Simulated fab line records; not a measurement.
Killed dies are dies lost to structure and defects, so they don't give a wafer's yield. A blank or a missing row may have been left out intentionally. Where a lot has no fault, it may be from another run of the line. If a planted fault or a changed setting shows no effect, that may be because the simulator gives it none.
fab line records || flow sfq-line || part 2 of 2: steps 29 to 40 of 40
record: {"lots": 5, "wafers": 15, "last-day": 91}
route steps=325 shown R5@221 I5@228 C5@240 M6@251
lots that met no fault: from a run of the same line without faults
start-h: hours from the record's opening day to when the first of the lot's shown wafers began || wait-h: time in hours since the lot's previous step || " the same as in the row above || L1.1+2: one row covering several wafers at once || - no value present, or no start provided || * or withheld: withheld || < > ~ a bound
route shown NAME@n: a module of which the file shows steps, and the number in the route of the first || usual: the fault-free wafers' mean and standard deviation || same: alike in all rows || chamber/n: place in a boat || sites: readings site by site || _std_site: standard deviation of those values || _edge_site: mean of outer sites minus mean of inner sites || radius-mm: for every site, how far away it sits from the centre of the wafer || mask NAME#n: copy n || behind: tool/chamber where the wafer was last shaped || hold: what put the lot on hold/how long, in hours/how the hold closed || device: whichever transistor did not switch (one of n, p or np) || end of line: the same wafers' tests at the end of the route || where a step has no rows: the recipe by itself || killed: dies lost to structure and defects at the first sort, not the wafer's yield || map: a wafer's dies, marking killed ones x, the rest . and places with no die _
set.NAME: the setting that was run; set.NAME@STEP: the one run at that earlier step || model.NAME: the simulator's own value behind a step, which no gauge read
certain route steps with their lots: each step a table, each wafer a row
services: when a tool's chamber went out of use (start-h, in hours from the record's first day, below 0 if earlier), for how many hours, and the reason
== steps ==
step: SFQ_TRILAYER_C5_STRIP_STRIP_155
recipe: {"gas": "O2", "power-w": 200, "platen-temp-c": 40, "overash-fraction": 0.65, "chemistry": "O2", "pressure-mtorr": 50}
usual: {"drypump-motor-current-A": "5.8/0.4", "oes-product-au": "1.000/0.0074"}
{"lot.wafer": "L082.1", "tool": "rie-metal-04", "chamber": 0, "start-h": 1643.45, "wait-h": "-", "drypump-motor-current-A": 5.1, "oes-product-au": 1.003, "rf-hours-counter-h": 137}
{"lot.wafer": "L082.2", "tool": "rie-metal-04", "chamber": 1, "start-h": 1643.45, "wait-h": "-", "drypump-motor-current-A": 5.9, "oes-product-au": 1.011, "rf-hours-counter-h": 58}
{"lot.wafer": "L082.5", "tool": "rie-metal-04", "chamber": 0, "start-h": 1643.45, "wait-h": "-", "drypump-motor-current-A": 5.1, "oes-product-au": 0.996, "rf-hours-counter-h": "-"}
{"lot.wafer": "L091.1", "tool": "rie-metal-02", "chamber": 0, "start-h": 1732.84, "wait-h": "-", "drypump-motor-current-A": 6.3, "oes-product-au": 0.985, "rf-hours-counter-h": 36}
{"lot.wafer": "L091.2", "tool": "rie-metal-02", "chamber": 1, "start-h": 1732.84, "wait-h": "-", "drypump-motor-current-A": 5.5, "oes-product-au": 1.004, "rf-hours-counter-h": 41}
{"lot.wafer": "L091.5", "tool": "rie-metal-02", "chamber": 1, "start-h": 1732.84, "wait-h": "-", "drypump-motor-current-A": 5.5, "oes-product-au": 0.994, "rf-hours-counter-h": "-"}
{"lot.wafer": "L093.2", "tool": "rie-metal-02", "chamber": 1, "start-h": 1741.37, "wait-h": "-", "drypump-motor-current-A": 5.4, "oes-product-au": 1.015, "rf-hours-counter-h": 42}
{"lot.wafer": "L093.3", "tool": "rie-metal-02", "chamber": 0, "start-h": 1741.37, "wait-h": "-", "drypump-motor-current-A": 6.3, "oes-product-au": 0.996, "rf-hours-counter-h": "-"}
{"lot.wafer": "L093.6", "tool": "rie-metal-02", "chamber": 1, "start-h": 1741.37, "wait-h": "-", "drypump-motor-current-A": 5.4, "oes-product-au": 0.998, "rf-hours-counter-h": "-"}
{"lot.wafer": "L096.4", "tool": "rie-metal-03", "chamber": 0, "start-h": 1766.77, "wait-h": "-", "drypump-motor-current-A": 6.1, "oes-product-au": 0.999, "rf-hours-counter-h": "-"}
{"lot.wafer": "L096.5", "tool": "rie-metal-03", "chamber": 0, "start-h": 1766.77, "wait-h": "-", "drypump-motor-current-A": 6.1, "oes-product-au": 0.996, "rf-hours-counter-h": "-"}
{"lot.wafer": "L096.6", "tool": "rie-metal-03", "chamber": 1, "start-h": 1766.77, "wait-h": "-", "drypump-motor-current-A": 6.0, "oes-product-au": 1.000, "rf-hours-counter-h": "-"}
{"lot.wafer": "L097.2", "tool": "rie-metal-04", "chamber": 1, "start-h": 1771.37, "wait-h": "-", "drypump-motor-current-A": 5.9, "oes-product-au": 1.004, "rf-hours-counter-h": 75}
{"lot.wafer": "L097.4", "tool": "rie-metal-04", "chamber": 1, "start-h": 1771.37, "wait-h": "-", "drypump-motor-current-A": 5.8, "oes-product-au": 1.012, "rf-hours-counter-h": "-"}
{"lot.wafer": "L097.6", "tool": "rie-metal-04", "chamber": 0, "start-h": 1771.37, "wait-h": "-", "drypump-motor-current-A": 5.1, "oes-product-au": 1.006, "rf-hours-counter-h": "-"}
step: SFQ_TRILAYER_C5_STRIP_SOLV_CLEAN_156
recipe: {"chemistry": "NMP", "temp-c": 70, "time-s": 600}
usual: {"bath-guard-temp-C": "70.1/0.53"}
{"lot.wafer": "L082.1", "tool": "wet-bench-01", "chamber": 6, "start-h": 1644.05, "wait-h": 0.4, "bath-guard-temp-C": 69.9}
{"lot.wafer": "L082.2", "tool": "wet-bench-01", "chamber": 3, "start-h": 1644.05, "wait-h": 0.4, "bath-guard-temp-C": 70.8}
{"lot.wafer": "L082.5", "tool": "wet-bench-01", "chamber": 7, "start-h": 1644.05, "wait-h": 0.4, "bath-guard-temp-C": 69.0}
{"lot.wafer": "L091.1", "tool": "wet-bench-02", "chamber": 7, "start-h": 1733.44, "wait-h": 0.4, "bath-guard-temp-C": 69.8}
{"lot.wafer": "L091.2", "tool": "wet-bench-02", "chamber": 5, "start-h": 1733.44, "wait-h": 0.4, "bath-guard-temp-C": 70.2}
{"lot.wafer": "L091.5", "tool": "wet-bench-02", "chamber": 1, "start-h": 1733.44, "wait-h": 0.4, "bath-guard-temp-C": 69.7}
{"lot.wafer": "L093.2", "tool": "wet-bench-02", "chamber": 5, "start-h": 1741.97, "wait-h": 0.4, "bath-guard-temp-C": 70.1}
{"lot.wafer": "L093.3", "tool": "wet-bench-02", "chamber": 4, "start-h": 1741.97, "wait-h": 0.4, "bath-guard-temp-C": 69.8}
{"lot.wafer": "L093.6", "tool": "wet-bench-02", "chamber": 7, "start-h": 1741.97, "wait-h": 0.4, "bath-guard-temp-C": 69.4}
{"lot.wafer": "L096.4", "tool": "wet-bench-03", "chamber": 5, "start-h": 1767.17, "wait-h": 0.2, "bath-guard-temp-C": 70.2}
{"lot.wafer": "L096.5", "tool": "wet-bench-03", "chamber": 4, "start-h": 1767.17, "wait-h": 0.2, "bath-guard-temp-C": 70.7}
{"lot.wafer": "L096.6", "tool": "wet-bench-03", "chamber": 7, "start-h": 1767.17, "wait-h": 0.2, "bath-guard-temp-C": 69.3}
{"lot.wafer": "L097.2", "tool": "wet-bench-01", "chamber": 3, "start-h": 1771.97, "wait-h": 0.4, "bath-guard-temp-C": 70.7}
{"lot.wafer": "L097.4", "tool": "wet-bench-01", "chamber": 4, "start-h": 1771.97, "wait-h": 0.4, "bath-guard-temp-C": 70.3}
{"lot.wafer": "L097.6", "tool": "wet-bench-01", "chamber": 0, "start-h": 1771.97, "wait-h": 0.4, "bath-guard-temp-C": 69.5}
step: SFQ_TRILAYER_M6_DEP_PRE_CLEAN_158
recipe: {"gas": "Ar", "time-s": 22.5, "bias-v": 250}
{"lot.wafer": "L082.1+2+5", "tool": "pvd-sputter-03", "chamber": "-", "start-h": 1644.23, "wait-h": 0.0}
{"lot.wafer": "L091.1+2+5", "tool": "pvd-sputter-05", "chamber": "-", "start-h": 1733.62, "wait-h": 0.0}
{"lot.wafer": "L093.2+3+6", "tool": "pvd-sputter-03", "chamber": "-", "start-h": 1742.14, "wait-h": 0.0}
{"lot.wafer": "L096.4+5+6", "tool": "pvd-sputter-06", "chamber": "-", "start-h": 1767.52, "wait-h": 0.0}
{"lot.wafer": "L097.2+4+6", "tool": "pvd-sputter-05", "chamber": "-", "start-h": 1772.14, "wait-h": 0.0}
step: SFQ_TRILAYER_M6_DEP_SPUTTER_157
recipe: {"material": "Nb", "base-pressure-pa": 1.33e-06, "chamber-pressure-pa": 0.1333, "substrate-temp-c": 20, "target-thk-nm": 200, "power-w": 2000, "time-s": 133.3}
usual: {"throttle-valve-pct": "30.1/0.96"}
{"lot.wafer": "L082.1", "tool": "pvd-sputter-03", "chamber": "-", "start-h": 1644.26, "wait-h": 0.0, "throttle-valve-pct": 30.4}
{"lot.wafer": "L082.2", "tool": "pvd-sputter-03", "chamber": "-", "start-h": 1644.26, "wait-h": 0.0, "throttle-valve-pct": 31.7}
{"lot.wafer": "L082.5", "tool": "pvd-sputter-03", "chamber": "-", "start-h": 1644.26, "wait-h": 0.0, "throttle-valve-pct": 27.8}
{"lot.wafer": "L091.1", "tool": "pvd-sputter-05", "chamber": "-", "start-h": 1733.64, "wait-h": 0.0, "throttle-valve-pct": 30.3}
{"lot.wafer": "L091.2", "tool": "pvd-sputter-05", "chamber": "-", "start-h": 1733.64, "wait-h": 0.0, "throttle-valve-pct": 30.7}
{"lot.wafer": "L091.5", "tool": "pvd-sputter-05", "chamber": "-", "start-h": 1733.64, "wait-h": 0.0, "throttle-valve-pct": 30.1}
{"lot.wafer": "L093.2", "tool": "pvd-sputter-03", "chamber": "-", "start-h": 1742.17, "wait-h": 0.0, "throttle-valve-pct": 30.4}
{"lot.wafer": "L093.3", "tool": "pvd-sputter-03", "chamber": "-", "start-h": 1742.17, "wait-h": 0.0, "throttle-valve-pct": 30.2}
{"lot.wafer": "L093.6", "tool": "pvd-sputter-03", "chamber": "-", "start-h": 1742.17, "wait-h": 0.0, "throttle-valve-pct": 30.6}
{"lot.wafer": "L096.4", "tool": "pvd-sputter-06", "chamber": "-", "start-h": 1767.54, "wait-h": 0.0, "throttle-valve-pct": 28.9}
{"lot.wafer": "L096.5", "tool": "pvd-sputter-06", "chamber": "-", "start-h": 1767.54, "wait-h": 0.0, "throttle-valve-pct": 30.4}
{"lot.wafer": "L096.6", "tool": "pvd-sputter-06", "chamber": "-", "start-h": 1767.54, "wait-h": 0.0, "throttle-valve-pct": 28.7}
{"lot.wafer": "L097.2", "tool": "pvd-sputter-05", "chamber": "-", "start-h": 1772.17, "wait-h": 0.0, "throttle-valve-pct": 30.3}
{"lot.wafer": "L097.4", "tool": "pvd-sputter-05", "chamber": "-", "start-h": 1772.17, "wait-h": 0.0, "throttle-valve-pct": 30.3}
{"lot.wafer": "L097.6", "tool": "pvd-sputter-05", "chamber": "-", "start-h": 1772.17, "wait-h": 0.0, "throttle-valve-pct": 30.5}
step: SFQ_M6_RS_MEAS_938
recipe: {"thk-meas-gauge": "four-point-probe", "reads": "Nb_of_TRILAYER_M6_DEP_SPUTTER_157"}
usual: {"M6_NB_RS": "0.887/0.0072"}
{"lot.wafer": "L082.1", "tool": "film-metro-03", "chamber": "-", "start-h": 1644.69, "wait-h": 0.4, "M6_NB_RS[ohm/sq]": 0.884}
{"lot.wafer": "L082.2", "tool": "film-metro-03", "chamber": "-", "start-h": 1644.69, "wait-h": 0.4, "M6_NB_RS[ohm/sq]": 0.874}
{"lot.wafer": "L082.5", "tool": "film-metro-03", "chamber": "-", "start-h": 1644.69, "wait-h": 0.4, "M6_NB_RS[ohm/sq]": 0.874}
{"lot.wafer": "L091.1", "tool": "film-metro-01", "chamber": "-", "start-h": 1733.74, "wait-h": 0.0, "M6_NB_RS[ohm/sq]": 0.893}
{"lot.wafer": "L091.2", "tool": "film-metro-01", "chamber": "-", "start-h": 1733.74, "wait-h": 0.0, "M6_NB_RS[ohm/sq]": 0.895}
{"lot.wafer": "L091.5", "tool": "film-metro-01", "chamber": "-", "start-h": 1733.74, "wait-h": 0.0, "M6_NB_RS[ohm/sq]": 0.899}
{"lot.wafer": "L093.2", "tool": "film-metro-03", "chamber": "-", "start-h": 1742.28, "wait-h": 0.1, "M6_NB_RS[ohm/sq]": 0.886}
{"lot.wafer": "L093.3", "tool": "film-metro-03", "chamber": "-", "start-h": 1742.28, "wait-h": 0.1, "M6_NB_RS[ohm/sq]": 0.899}
{"lot.wafer": "L093.6", "tool": "film-metro-03", "chamber": "-", "start-h": 1742.28, "wait-h": 0.1, "M6_NB_RS[ohm/sq]": 0.890}
{"lot.wafer": "L096.4", "tool": "film-metro-01", "chamber": "-", "start-h": 1767.70, "wait-h": 0.1, "M6_NB_RS[ohm/sq]": 0.869}
{"lot.wafer": "L096.5", "tool": "film-metro-01", "chamber": "-", "start-h": 1767.70, "wait-h": 0.1, "M6_NB_RS[ohm/sq]": 0.868}
{"lot.wafer": "L096.6", "tool": "film-metro-01", "chamber": "-", "start-h": 1767.70, "wait-h": 0.1, "M6_NB_RS[ohm/sq]": 0.877}
{"lot.wafer": "L097.2", "tool": "film-metro-01", "chamber": "-", "start-h": 1772.28, "wait-h": 0.1, "M6_NB_RS[ohm/sq]": 0.888}
{"lot.wafer": "L097.4", "tool": "film-metro-01", "chamber": "-", "start-h": 1772.28, "wait-h": 0.1, "M6_NB_RS[ohm/sq]": 0.885}
{"lot.wafer": "L097.6", "tool": "film-metro-01", "chamber": "-", "start-h": 1772.28, "wait-h": 0.1, "M6_NB_RS[ohm/sq]": 0.890}
step: SFQ_TRILAYER_M6_LITHO_COAT_164
recipe: {"resist": "BARC", "spin-rpm": 3000, "resist-thk-nm": 62}
{"lot.wafer": "L082.1+2+5", "tool": "litho-track-01", "chamber": 0, "start-h": 1644.87, "wait-h": 0.1}
{"lot.wafer": "L091.1+2+5", "tool": "litho-track-01", "chamber": 0, "start-h": 1733.92, "wait-h": 0.1}
{"lot.wafer": "L093.2+3+6", "tool": "litho-track-04", "chamber": 0, "start-h": 1742.49, "wait-h": 0.1}
{"lot.wafer": "L096.4+5+6", "tool": "litho-track-03", "chamber": 0, "start-h": 1767.97, "wait-h": 0.2}
{"lot.wafer": "L097.2+4+6", "tool": "litho-track-04", "chamber": 0, "start-h": 1772.49, "wait-h": 0.1}
step: SFQ_TRILAYER_M6_LITHO_COAT_159
recipe: {"resist": "KrF", "spin-rpm": 3000, "resist-thk-nm": 600}
{"lot.wafer": "L082.1+2+5", "tool": "litho-track-01", "chamber": 0, "start-h": 1645.17, "wait-h": 0.2}
{"lot.wafer": "L091.1+2+5", "tool": "litho-track-01", "chamber": 0, "start-h": 1734.22, "wait-h": 0.2}
{"lot.wafer": "L093.2+3+6", "tool": "litho-track-04", "chamber": 0, "start-h": 1742.79, "wait-h": 0.2}
{"lot.wafer": "L096.4+5+6", "tool": "litho-track-03", "chamber": 0, "start-h": 1768.27, "wait-h": 0.2}
{"lot.wafer": "L097.2+4+6", "tool": "litho-track-04", "chamber": 0, "start-h": 1772.79, "wait-h": 0.2}
step: SFQ_TRILAYER_M6_LITHO_SOFTBAKE_163
recipe: {"temp-c": "withheld", "time-s": "withheld", "resist": "KrF"}
{"lot.wafer": "L082.1+2+5", "tool": "litho-track-01", "chamber": 0, "start-h": 1645.47, "wait-h": 0.2}
{"lot.wafer": "L091.1+2+5", "tool": "litho-track-01", "chamber": 0, "start-h": 1734.52, "wait-h": 0.2}
{"lot.wafer": "L093.2+3+6", "tool": "litho-track-04", "chamber": 0, "start-h": 1743.07, "wait-h": 0.2}
{"lot.wafer": "L096.4+5+6", "tool": "litho-track-03", "chamber": 0, "start-h": 1768.49, "wait-h": 0.2}
{"lot.wafer": "L097.2+4+6", "tool": "litho-track-04", "chamber": 0, "start-h": 1773.07, "wait-h": 0.2}
step: SFQ_TRILAYER_M6_LITHO_EXPOSE_160
recipe: {"mask-id": "M6", "na": 0.6, "source-shape": "conventional", "sigma-outer": 0.65, "target-cd-nm": 500, "dose-mj": 14.29}
usual: {"exposure-dose-mJ-cm2": "14.289/0.014"}
{"lot.wafer": "L082.1", "tool": "krf-scanner-01", "chamber": 0, "start-h": 1754.14, "wait-h": "-", "mask": "M6#0", "exposure-dose-mJ-cm2": 14.313}
{"lot.wafer": "L082.2", "tool": "krf-scanner-01", "chamber": 0, "start-h": 1754.14, "wait-h": "-", "mask": "M6#0", "exposure-dose-mJ-cm2": 14.307}
{"lot.wafer": "L082.5", "tool": "krf-scanner-01", "chamber": 0, "start-h": 1754.14, "wait-h": "-", "mask": "M6#0", "exposure-dose-mJ-cm2": 14.293}
{"lot.wafer": "L091.1", "tool": "krf-scanner-02", "chamber": 0, "start-h": 1837.82, "wait-h": "-", "mask": "M6#0", "exposure-dose-mJ-cm2": 14.295}
{"lot.wafer": "L091.2", "tool": "krf-scanner-02", "chamber": 0, "start-h": 1837.82, "wait-h": "-", "mask": "M6#0", "exposure-dose-mJ-cm2": 14.314}
{"lot.wafer": "L091.5", "tool": "krf-scanner-02", "chamber": 0, "start-h": 1837.82, "wait-h": "-", "mask": "M6#0", "exposure-dose-mJ-cm2": 14.274}
{"lot.wafer": "L093.2", "tool": "krf-scanner-02", "chamber": 0, "start-h": 1846.42, "wait-h": "-", "mask": "M6#0", "exposure-dose-mJ-cm2": 14.295}
{"lot.wafer": "L093.3", "tool": "krf-scanner-02", "chamber": 0, "start-h": 1846.42, "wait-h": "-", "mask": "M6#0", "exposure-dose-mJ-cm2": 14.290}
{"lot.wafer": "L093.6", "tool": "krf-scanner-02", "chamber": 0, "start-h": 1846.42, "wait-h": "-", "mask": "M6#0", "exposure-dose-mJ-cm2": 14.290}
{"lot.wafer": "L096.4", "tool": "krf-scanner-02", "chamber": 0, "start-h": 1872.30, "wait-h": "-", "mask": "M6#0", "exposure-dose-mJ-cm2": 14.303}
{"lot.wafer": "L096.5", "tool": "krf-scanner-02", "chamber": 0, "start-h": 1872.30, "wait-h": "-", "mask": "M6#0", "exposure-dose-mJ-cm2": 14.294}
{"lot.wafer": "L096.6", "tool": "krf-scanner-02", "chamber": 0, "start-h": 1872.30, "wait-h": "-", "mask": "M6#0", "exposure-dose-mJ-cm2": 14.285}
{"lot.wafer": "L097.2", "tool": "krf-scanner-02", "chamber": 0, "start-h": 1879.10, "wait-h": "-", "mask": "M6#0", "exposure-dose-mJ-cm2": 14.305}
{"lot.wafer": "L097.4", "tool": "krf-scanner-02", "chamber": 0, "start-h": 1879.10, "wait-h": "-", "mask": "M6#0", "exposure-dose-mJ-cm2": 14.280}
{"lot.wafer": "L097.6", "tool": "krf-scanner-02", "chamber": 0, "start-h": 1879.10, "wait-h": "-", "mask": "M6#0", "exposure-dose-mJ-cm2": 14.276}
step: SFQ_TRILAYER_M6_LITHO_PEB_162
recipe: {"peb-temp-c": 115, "peb-time-s": 60, "resist": "KrF"}
{"lot.wafer": "L082.1+2+5", "tool": "litho-track-01", "chamber": 0, "start-h": 1755.34, "wait-h": 1.0}
{"lot.wafer": "L091.1+2+5", "tool": "litho-track-03", "chamber": 0, "start-h": 1839.02, "wait-h": 1.0}
{"lot.wafer": "L093.2+3+6", "tool": "litho-track-04", "chamber": 0, "start-h": 1847.44, "wait-h": 0.8}
{"lot.wafer": "L096.4+5+6", "tool": "litho-track-04", "chamber": 0, "start-h": 1872.97, "wait-h": 0.5}
{"lot.wafer": "L097.2+4+6", "tool": "litho-track-04", "chamber": 0, "start-h": 1880.12, "wait-h": 0.8}
step: SFQ_TRILAYER_M6_LITHO_DEVELOP_161
recipe: {"time-s": 60, "resist": "KrF"}
{"lot.wafer": "L082.1+2+5", "tool": "litho-track-01", "chamber": 0, "start-h": 1755.49, "wait-h": 0.1}
{"lot.wafer": "L091.1+2+5", "tool": "litho-track-03", "chamber": 0, "start-h": 1839.17, "wait-h": 0.1}
{"lot.wafer": "L093.2+3+6", "tool": "litho-track-04", "chamber": 0, "start-h": 1847.59, "wait-h": 0.1}
{"lot.wafer": "L096.4+5+6", "tool": "litho-track-04", "chamber": 0, "start-h": 1873.12, "wait-h": 0.1}
{"lot.wafer": "L097.2+4+6", "tool": "litho-track-04", "chamber": 0, "start-h": 1880.27, "wait-h": 0.1}
step: SFQ_M6_OVL_MEAS_940
usual: {"M6_OVL": "2/4.7"}
{"lot.wafer": "L082.1", "tool": "overlay-01", "chamber": "-", "start-h": 1755.64, "wait-h": 0.1, "M6_OVL[nm]": 13}
{"lot.wafer": "L082.2", "tool": "overlay-01", "chamber": "-", "start-h": 1755.64, "wait-h": 0.1, "M6_OVL[nm]": 11}
{"lot.wafer": "L082.5", "tool": "overlay-01", "chamber": "-", "start-h": 1755.64, "wait-h": 0.1, "M6_OVL[nm]": 10}
{"lot.wafer": "L091.1", "tool": "overlay-02", "chamber": "-", "start-h": 1839.32, "wait-h": 0.1, "M6_OVL[nm]": -2}
{"lot.wafer": "L091.2", "tool": "overlay-02", "chamber": "-", "start-h": 1839.32, "wait-h": 0.1, "M6_OVL[nm]": -1}
{"lot.wafer": "L091.5", "tool": "overlay-02", "chamber": "-", "start-h": 1839.32, "wait-h": 0.1, "M6_OVL[nm]": -2}
{"lot.wafer": "L093.2", "tool": "overlay-02", "chamber": "-", "start-h": 1847.72, "wait-h": 0.1, "M6_OVL[nm]": 5}
{"lot.wafer": "L093.3", "tool": "overlay-02", "chamber": "-", "start-h": 1847.72, "wait-h": 0.1, "M6_OVL[nm]": 2}
{"lot.wafer": "L093.6", "tool": "overlay-02", "chamber": "-", "start-h": 1847.72, "wait-h": 0.1, "M6_OVL[nm]": 1}
{"lot.wafer": "L096.4", "tool": "overlay-02", "chamber": "-", "start-h": 1873.21, "wait-h": 0.1, "M6_OVL[nm]": 1}
{"lot.wafer": "L096.5", "tool": "overlay-02", "chamber": "-", "start-h": 1873.21, "wait-h": 0.1, "M6_OVL[nm]": 2}
{"lot.wafer": "L096.6", "tool": "overlay-02", "chamber": "-", "start-h": 1873.21, "wait-h": 0.1, "M6_OVL[nm]": 2}
{"lot.wafer": "L097.2", "tool": "overlay-02", "chamber": "-", "start-h": 1880.40, "wait-h": 0.1, "M6_OVL[nm]": 3}
{"lot.wafer": "L097.4", "tool": "overlay-02", "chamber": "-", "start-h": 1880.40, "wait-h": 0.1, "M6_OVL[nm]": 3}
{"lot.wafer": "L097.6", "tool": "overlay-02", "chamber": "-", "start-h": 1880.40, "wait-h": 0.1, "M6_OVL[nm]": 7}
== services ==
{"tool": "krf-scanner-02", "chamber": "-", "start-h": 1388.60, "hours": 1.3, "kind": "pm"}
{"tool": "krf-scanner-02", "chamber": "-", "start-h": 1404.55, "hours": 3.6, "kind": "pm"}
{"tool": "rie-diel-03", "chamber": "-", "start-h": 1420.58, "hours": 2.8, "kind": "pm"}
{"tool": "krf-scanner-02", "chamber": "-", "start-h": 1438.83, "hours": 0.8, "kind": "pm"}
{"tool": "krf-scanner-02", "chamber": "-", "start-h": 1455.48, "hours": 0.6, "kind": "repair"}
{"tool": "rie-diel-03", "chamber": 0, "start-h": 1476.27, "hours": 4.2, "kind": "repair"}
{"tool": "krf-scanner-02", "chamber": "-", "start-h": 1520.23, "hours": 1.0, "kind": "pm"}
{"tool": "rie-diel-03", "chamber": 2, "start-h": 1547.62, "hours": 4.4, "kind": "repair"}
{"tool": "krf-scanner-02", "chamber": "-", "start-h": 1563.48, "hours": 1.3, "kind": "pm"}
{"tool": "krf-scanner-02", "chamber": "-", "start-h": 1564.78, "hours": 4.4, "kind": "pm"}
{"tool": "rie-diel-03", "chamber": "-", "start-h": 1574.47, "hours": 10.0, "kind": "pm"}
{"tool": "krf-scanner-02", "chamber": "-", "start-h": 1607.91, "hours": 0.8, "kind": "pm"}
{"tool": "rie-diel-03", "chamber": 2, "start-h": 1613.17, "hours": 9.6, "kind": "repair"}
{"tool": "rie-diel-03", "chamber": 3, "start-h": 1635.01, "hours": 4.2, "kind": "repair"}
{"tool": "rie-metal-04", "chamber": "-", "start-h": 1637.14, "hours": 1.4, "kind": "pm"}
{"tool": "rie-diel-03", "chamber": 0, "start-h": 1660.01, "hours": 1.9, "kind": "repair"}
{"tool": "krf-scanner-02", "chamber": "-", "start-h": 1664.26, "hours": 2.3, "kind": "repair"}
{"tool": "krf-scanner-02", "chamber": "-", "start-h": 1680.25, "hours": 2.0, "kind": "repair"}
{"tool": "krf-scanner-02", "chamber": "-", "start-h": 1689.42, "hours": 1.0, "kind": "pm"}
{"tool": "krf-scanner-02", "chamber": "-", "start-h": 1739.62, "hours": 1.3, "kind": "pm"}
{"tool": "krf-scanner-02", "chamber": "-", "start-h": 1753.29, "hours": 4.0, "kind": "repair"}
{"tool": "krf-scanner-02", "chamber": "-", "start-h": 1777.07, "hours": 0.8, "kind": "pm"}
{"tool": "krf-scanner-02", "chamber": "-", "start-h": 1851.46, "hours": 2.3, "kind": "repair"}
{"tool": "krf-scanner-02", "chamber": "-", "start-h": 1857.43, "hours": 1.0, "kind": "pm"}
